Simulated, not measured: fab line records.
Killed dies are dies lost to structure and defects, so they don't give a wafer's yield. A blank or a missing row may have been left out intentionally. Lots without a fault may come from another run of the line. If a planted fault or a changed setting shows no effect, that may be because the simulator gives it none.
Which tool did it? -- flow gf180mcu -- Sampling: 6 lots, 18 wafers, 3 of 602 route steps

WHAT THE GAUGES SHOWED, per wafer
GF_SALICIDE_RS_MEAS_04: measures by four-point-probe.
lot,measured,on,SALICIDE_TIN_RS (ohm/sq)
L255,day 16 05:17,film_metro-03,16.76 16.60 16.69
L257,day 16 14:16,film_metro-01,16.14 16.62 16.09
L260,day 17 19:38,film_metro-01,16.26 16.52 16.24
L262,day 18 06:52,film_metro-03,16.52 16.48 16.64
L273,day 22 06:11,film_metro-04,17.07 17.16 17.09
L275,day 22 19:12,film_metro-04,16.51 16.66 16.48

WHICH TOOL RAN EACH LOT (tool, then ch and the chambers of the sampled wafers, then the start)
lot,GF_NSD_STRIP_11,GF_SALICIDE_SPUTTER_02
L255,"plasma_asher-03 ch 0,1, day 14 09:48","pvd_sputter-02, day 16 05:14"
L257,"plasma_asher-01 ch 0,1, day 14 17:30","pvd_sputter-03, day 16 14:12"
L260,"plasma_asher-03 ch 0,1, day 15 20:23","pvd_sputter-03, day 17 19:35"
L262,"plasma_asher-02 ch 0,1, day 16 07:12","pvd_sputter-02, day 18 06:48"
L273,"plasma_asher-01 ch 0, day 20 04:55","pvd_sputter-04, day 22 06:07"
L275,"plasma_asher-02 ch 0,1, day 20 18:48","pvd_sputter-04, day 22 19:08"
- GF_NSD_STRIP_11: strips in O2/N2.
- GF_SALICIDE_SPUTTER_02: material Co, target thk 10 nm, time 20 s.

THE ANSWER, worked out from the rows above alone
Rule: the lots themselves supply what counts as usual. The widest of any qualifying gaps counts: lots, ordered by their means at a reading, are off when they make up no more than a third of the lots, leave a main group of 4 or more, and stand apart from it by 3 or more times the standard deviation of that group's means. If all means in a main group match to the digits the tables above print for the reading, that group is not used. A lot without any number at a reading at which 4 lots or more have one is off too. The other lots that the step has rows for count as sound.
No lot is off on any of the readings shown, so nothing can be concluded from this.

WHAT THE SIMULATOR HAD PUT IN
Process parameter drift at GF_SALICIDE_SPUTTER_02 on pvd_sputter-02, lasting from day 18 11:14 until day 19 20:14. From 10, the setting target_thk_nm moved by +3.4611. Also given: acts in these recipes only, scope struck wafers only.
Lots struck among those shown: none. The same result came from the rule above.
